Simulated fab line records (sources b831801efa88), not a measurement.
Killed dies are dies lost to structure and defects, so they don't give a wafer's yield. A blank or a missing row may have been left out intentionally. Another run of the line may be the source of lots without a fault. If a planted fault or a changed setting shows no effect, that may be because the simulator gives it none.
The tool behind it: which one?	flow sky130	39 wafers from 13 lots sampled at 4 of the route's 708 steps

== WHAT EACH GAUGE READ, for each wafer ==
SKY_VT_ADJUST_LVTN_TW_MEAS_10. Usual: for VT_ADJUST_LVTN_TW the level is 242.5 and the standard deviation is 2.6.
lot	measured	on	VT_ADJUST_LVTN_TW	flag
L524	day 7 00:52	filmMetro-03	246.3 245.0 245.2	
L526	day 7 12:26	filmMetro-02	243.4 242.5 244.2	
L527	day 7 19:37	filmMetro-01	239.2 238.2 239.0	
L530	day 8 11:05	filmMetro-03	247.1 246.2 246.1	
L532	day 9 03:16	filmMetro-03	244.7 244.9 245.0	
L533	day 9 06:34	filmMetro-01	239.7 239.5 239.6	
L534	day 9 14:58	filmMetro-01	239.4 239.8 239.3	
L537	day 10 09:52	filmMetro-01	240.2 240.5 239.1	
L538	day 10 13:36	filmMetro-02	242.9 243.9 240.9	
L541	day 11 15:07	filmMetro-01	240.0 239.5 240.0	
L545	day 12 10:37	filmMetro-03	244.1 245.3 244.5	
L546	day 12 18:23	filmMetro-03	244.8 244.0 244.0	
L547	day 13 02:29	filmMetro-03	243.8 244.5 243.2	

SKY_SONOS_TUNNEL_OVL_MEAS_08. Usual: for SONOS_TUNNEL_OVL the level is -0.9 nm and the standard deviation is 1.6.
lot	measured	on	SONOS_TUNNEL_OVL (nm)	flag
L524	day 11 10:56	overlay-01	1.0 1.1 1.5	
L526	day 12 01:52	overlay-01	-0.5 -0.6 0.2	
L527	day 12 16:39	overlay-01	0.7 -0.4 0.8	
L530	day 13 05:04	overlay-02	-2.6 -3.8 -3.1	
L532	day 13 23:47	overlay-02	-2.5 -0.9 -2.1	
L533	day 14 02:58	overlay-02	-3.7 -3.7 -1.7	
L534	day 14 15:16	overlay-02	-1.3 0.4 0.7	
L537	day 15 13:09	overlay-01	3.2 1.0 2.0	
L538	day 15 19:28	overlay-01	-3.8 -0.4 -3.0	
L541	day 17 03:10	overlay-01	1.4 -0.1 -0.2	
L545	day 18 00:26	overlay-01	-0.6 0.8 0.8	
L546	day 18 10:52	overlay-02	-0.4 -2.6 -3.5	
L547	day 18 20:03	overlay-01	-1.8 -0.3 1.1	

== WHICH TOOL RAN EACH LOT (tool, then ch and the chambers of the sampled wafers, then the start) ==
lot	SKY_VT_ADJUST_LVTN_STRIP_20	SKY_VT_ADJUST_PCH_STRIP_09
L524	plasmaAsher-01 ch 0,1, day 7 21:16	plasmaAsher-04 ch 0,1, day 10 12:41
L526	plasmaAsher-02 ch 0,1, day 8 08:12	plasmaAsher-02 ch 0,1, day 11 02:04
L527	plasmaAsher-02 ch 0,1, day 8 15:16	plasmaAsher-02 ch 0,1, day 11 09:39
L530	plasmaAsher-04 ch 0,1, day 9 07:51	plasmaAsher-03 ch 0,1, day 12 04:25
L532	plasmaAsher-04 ch 0,1, day 10 01:28	plasmaAsher-02 ch 0,1, day 12 22:23
L533	plasmaAsher-04 ch 0,1, day 10 03:53	plasmaAsher-04 ch 0,1, day 13 01:20
L534	plasmaAsher-01 ch 0,1, day 10 12:47	plasmaAsher-02 ch 0,1, day 13 12:32
L537	plasmaAsher-04 ch 0,1, day 11 08:10	plasmaAsher-04 ch 0,1, day 14 10:17
L538	plasmaAsher-02 ch 0,1, day 11 11:56	plasmaAsher-02 ch 0,1, day 14 16:07
L541	plasmaAsher-02 ch 0, day 12 15:28	plasmaAsher-04 ch 0,1, day 15 22:01
L545	plasmaAsher-01 ch 0,1, day 13 11:23	plasmaAsher-04 ch 0,1, day 16 19:47
L546	plasmaAsher-04 ch 0,1, day 13 19:41	plasmaAsher-04 ch 1, day 17 05:31
L547	plasmaAsher-02 ch 0,1, day 14 03:31	plasmaAsher-03 ch 0,1, day 17 14:43
- SKY_VT_ADJUST_LVTN_STRIP_20: strips in O2/N2.
- SKY_VT_ADJUST_PCH_STRIP_09: strips in O2/N2.

== AS READ BY THE TOOLS THEMSELVES (means over the sampled wafers that have a number; for cases with no such wafer, the mark the record gives instead) ==
SKY_VT_ADJUST_LVTN_STRIP_20. Usual: chamberPressureMTorr 1500.1 mTorr, standard deviation 1.4; drypumpMotorCurrentA 5.2 A, standard deviation 0.38; oesProductAu 0.716 a.u., standard deviation 0.004; stripTimeToEndpointS 14.17 s, standard deviation 0.041.
lot	tool	chamberPressureMTorr (mTorr)	drypumpMotorCurrentA (A)	oesProductAu (a.u.)	stripTimeToEndpointS (s)	flag
L524	plasmaAsher-01	1500.9	5.8	0.715	14.16	
L526	plasmaAsher-02	1500.1	4.8	0.716	14.22	
L527	plasmaAsher-02	1498.4	4.8	0.721	14.11	
L530	plasmaAsher-04	1498.4	5.4	0.714	14.17	
L532	plasmaAsher-04	1500.3	5.4	0.717	14.17	
L533	plasmaAsher-04	1499.2	5.3	0.716	14.20	
L534	plasmaAsher-01	1500.1	5.8	0.716	14.13	
L537	plasmaAsher-04	1499.9	5.4	0.716	14.17	
L538	plasmaAsher-02	1500.2	4.8	0.718	14.15	
L541	plasmaAsher-02	1499.8	4.8	0.717	14.16	
L545	plasmaAsher-01	1500.0	5.7	0.718	14.16	
L546	plasmaAsher-04	1499.8	5.4	0.718	14.20	
L547	plasmaAsher-02	1499.4	4.8	0.714	14.19	

SKY_VT_ADJUST_PCH_STRIP_09. Usual: chamberPressureMTorr 1500.0 mTorr, standard deviation 1.4; drypumpMotorCurrentA 5.3 A, standard deviation 0.47; oesProductAu 0.723 a.u., standard deviation 0.0041; stripTimeToEndpointS 36.94 s, standard deviation 0.088.
lot	tool	chamberPressureMTorr (mTorr)	drypumpMotorCurrentA (A)	oesProductAu (a.u.)	stripTimeToEndpointS (s)	flag
L524	plasmaAsher-04	1499.6	5.4	0.727	36.85	
L526	plasmaAsher-02	1500.4	4.8	0.724	36.93	
L527	plasmaAsher-02	1499.3	4.8	0.722	36.94	
L530	plasmaAsher-03	1499.3	5.3	0.722	36.92	
L532	plasmaAsher-02	1498.3	4.8	0.722	36.99	
L533	plasmaAsher-04	1500.3	5.4	0.725	37.01	
L534	plasmaAsher-02	1499.0	4.8	0.720	36.97	
L537	plasmaAsher-04	1501.0	5.4	0.723	36.85	
L538	plasmaAsher-02	1500.9	4.8	0.723	36.90	
L541	plasmaAsher-04	1500.6	5.4	0.720	37.03	
L545	plasmaAsher-04	1500.2	5.4	0.814	31.38	OFF
L546	plasmaAsher-04	1499.5	5.3	0.811	31.14	OFF
L547	plasmaAsher-03	1500.0	5.4	0.725	36.89	

== THE ANSWER, worked out from the rows above alone ==
Rule: take the mean of a lot's wafers that have a number; if it is more than 3 standard deviations from the usual mean, the lot is off. Also off: a lot with no number at a reading for which 4 or more lots have one. All remaining lots with rows at the step are treated as sound. The gauges are gone through in route order, then the tools' own readings, and for those a lot's mean is taken as printed above. At the first step where some lot is off, the reading lying furthest off is the one used; lots without a number count as furthest.
Off: L545, L546, at SKY_VT_ADJUST_PCH_STRIP_09 (stripTimeToEndpointS).
If a tool, at that step or one of the process steps before it, ran each lot that is off and ran no sound lot following the first of them, it fits. One candidate fits, namely plasmaAsher-04 at SKY_VT_ADJUST_PCH_STRIP_09. Its last sound lot is L541 (day 15 22:01), its first lot that is off L545 (day 16 19:47): a fault that began between those two fits.
The tool's own readings at SKY_VT_ADJUST_PCH_STRIP_09 bear it out: on the lots that are off they differ by more than 5 times the standard deviation of the sound lots' means. oesProductAu reads 0.812 a.u. there against 0.723 a.u. on the sound lots; stripTimeToEndpointS reads 31.26 s there against 36.93 s on the sound lots.

== WHAT HAD BEEN PUT IN BY THE SIMULATOR ==
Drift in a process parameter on plasmaAsher-04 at SKY_VT_ADJUST_PCH_STRIP_09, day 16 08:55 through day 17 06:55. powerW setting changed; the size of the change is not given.
Shown lots that were struck: L545, L546. The rule above reached the same finding.
